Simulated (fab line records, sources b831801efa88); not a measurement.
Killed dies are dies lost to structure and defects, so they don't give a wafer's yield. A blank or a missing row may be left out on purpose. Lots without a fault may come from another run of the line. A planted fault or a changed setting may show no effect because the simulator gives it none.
Which tool did it? | flow sky130 | 24 lots, 72 wafers sampled, at 3 steps of a route of 708

WHAT THE GAUGES READ, wafer by wafer
SKY_FIELD_ISO_THK_MEAS_02.
lot  | measured    | on            | FIELD_ISO_OXIDATION_00_THK (nm)
L074 | day 1 12:18 | film_metro-03 | 11.9 12.1 11.6
L075 | day 1 17:46 | film_metro-01 | 12.1 12.0 12.4
L076 | day 1 22:47 | film_metro-01 | 12.0 11.9 12.0
L077 | day 2 03:01 | film_metro-03 | 11.8 11.9 11.8
L078 | day 2 09:02 | film_metro-02 | 11.7 11.7 11.7
L079 | day 2 12:51 | film_metro-03 | 12.1 12.2 12.1
L080 | day 2 18:11 | film_metro-02 | 11.9 11.6 11.6
L081 | day 2 23:01 | film_metro-01 | 11.5 11.7 11.6
L082 | day 3 04:21 | film_metro-02 | 11.8 12.0 12.1
L083 | day 3 09:45 | film_metro-03 | 12.7 12.4 12.3
L084 | day 3 13:38 | film_metro-03 | 11.5 11.7 11.7
L085 | day 3 18:39 | film_metro-01 | 12.6 12.5 12.5
L086 | day 4 00:26 | film_metro-03 | 11.4 11.4 11.3
L087 | day 4 05:17 | film_metro-03 | 12.4 12.5 12.7
L088 | day 4 10:25 | film_metro-01 | 11.9 11.8 11.7
L089 | day 4 14:38 | film_metro-01 | 11.8 12.0 11.8
L090 | day 4 20:21 | film_metro-02 | 11.7 11.9 11.7
L091 | day 5 01:08 | film_metro-03 | 12.0 11.9 12.0
L092 | day 5 05:40 | film_metro-01 | 12.3 12.2 12.4
L093 | day 5 11:25 | film_metro-03 | 12.0 12.2 12.1
L094 | day 5 16:34 | film_metro-02 | 12.3 12.2 12.2
L095 | day 5 21:26 | film_metro-01 | 12.0 11.9 11.9
L096 | day 6 02:54 | film_metro-01 | 12.0 12.1 12.3
L097 | day 6 07:40 | film_metro-01 | 12.0 12.0 12.1

SKY_CONTACT_CD_MEAS_14: target cd 170 nm.
lot  | measured     | on        | cd_nm (nm)
L074 | day 31 19:17 | cd_sem-02 | 169.8 168.8 170.4
L075 | day 32 00:12 | cd_sem-02 | 170.7 171.5 171.5
L076 | day 32 08:02 | cd_sem-01 | 168.7 169.7 169.1
L077 | day 32 14:04 | cd_sem-02 | 166.6 168.0 166.9
L078 | day 33 02:58 | cd_sem-02 | 167.8 169.5 169.9
L079 | day 33 20:47 | cd_sem-02 | 167.5 168.9 165.3
L080 | day 33 16:40 | cd_sem-01 | 167.1 169.9 168.7
L081 | day 34 06:59 | cd_sem-01 | 173.0 171.3 172.0
L082 | day 34 17:47 | cd_sem-01 | 170.0 169.0 170.6
L083 | day 35 02:58 | cd_sem-01 | 168.1 169.7 169.1
L084 | day 35 07:07 | cd_sem-02 | 170.4 170.0 170.7
L085 | day 35 06:57 | cd_sem-01 | 170.7 171.4 171.4
L086 | day 35 22:55 | cd_sem-02 | 171.0 171.4 172.2
L087 | day 36 07:22 | cd_sem-01 | 170.0 170.7 171.2
L088 | day 36 08:22 | cd_sem-02 | 169.3 169.6 168.4
L089 | day 36 17:16 | cd_sem-01 | 169.3 169.2 168.2
L090 | day 37 03:54 | cd_sem-01 | 168.7 169.4 171.2
L091 | day 37 04:51 | cd_sem-02 | 169.0 167.3 169.1
L092 | day 37 10:38 | cd_sem-01 | 168.2 169.2 169.5
L093 | day 37 22:12 | cd_sem-01 | 172.5 170.9 172.5
L094 | day 38 10:27 | cd_sem-02 | 171.3 169.4 171.3
L095 | day 38 13:15 | cd_sem-02 | 167.9 168.4 169.6
L096 | day 38 20:11 | cd_sem-01 | 170.5 171.3 170.6
L097 | day 38 16:38 | cd_sem-01 | 169.9 170.1 170.6

SKY_METAL1_CD_MEAS_15: target cd 140 nm.
lot  | measured     | on        | cd_nm (nm)
L074 | day 33 00:11 | cd_sem-02 | 142.6 140.9 141.8
L075 | day 33 04:49 | cd_sem-02 | 137.9 139.4 140.1
L076 | day 33 13:01 | cd_sem-02 | 140.9 140.1 140.6
L077 | day 33 18:37 | cd_sem-01 | 141.1 142.0 141.3
L078 | day 34 07:04 | cd_sem-02 | 140.3 141.3 140.6
L079 | day 35 01:04 | cd_sem-02 | 139.2 139.6 138.8
L080 | day 34 20:32 | cd_sem-02 | 140.7 141.0 141.1
L081 | day 35 11:22 | cd_sem-02 | 140.1 138.2 138.7
L082 | day 35 21:29 | cd_sem-02 | 141.0 141.9 140.7
L083 | day 36 06:52 | cd_sem-01 | 139.7 139.1 139.9
L084 | day 36 10:52 | cd_sem-01 | 140.7 140.1 138.0
L085 | day 36 10:33 | cd_sem-02 | 142.9 144.4 143.1
L086 | day 37 02:22 | cd_sem-02 | 140.1 140.9 139.3
L087 | day 37 11:36 | cd_sem-02 | 140.2 139.4 139.2
L088 | day 37 12:22 | cd_sem-02 | 137.4 139.4 138.9
L089 | day 37 20:28 | cd_sem-01 | 138.8 140.9 140.1
L090 | day 38 07:17 | cd_sem-02 | 141.8 139.8 141.6
L091 | day 38 08:05 | cd_sem-01 | 137.8 138.4 137.9
L092 | day 38 13:58 | cd_sem-01 | 138.6 141.1 140.4
L093 | day 39 01:24 | cd_sem-02 | 142.5 142.2 142.6
L094 | day 39 13:30 | cd_sem-02 | 142.7 142.3 141.1
L095 | day 39 16:39 | cd_sem-02 | 141.8 140.7 140.1
L096 | day 39 22:14 | cd_sem-01 | 137.5 137.8 140.7
L097 | day 39 19:23 | cd_sem-01 | 141.4 140.0 140.7

WHICH TOOL RAN EACH LOT (tool, then ch and the chambers of the sampled wafers, then the start)
The record holds no process step before these readings.

WHAT THE TOOLS THEMSELVES READ (means of the sampled wafers that have a number; where no wafer has one, the mark that the record gives instead)
The record holds no such reading with a usual standard deviation.

THE ANSWER, worked out from the rows above alone
Rule: what is usual is taken from the lots themselves. Put in order of their means at a reading, lots are off if they are a third of the lots or fewer, leave a main group of 4 or more, and stand apart from it by a gap of 3 or more times the standard deviation of the main group's means; of several such gaps the widest counts. A main group whose means are all the same, to the digits that the tables above print for the reading, isn't used. A lot without any number at a reading at which 4 lots or more have one is off too. The other lots that the step has rows for count as sound. The gauges are gone through in route order, then the tools' own readings, and for those a lot's mean is taken as printed above. The first step at which some lot is off is used, and at that step the reading that is off furthest; a lot without a number counts as furthest.
No lot is off at any reading shown: from this, nothing can be told.

WHAT THE SIMULATOR HAD PUT IN
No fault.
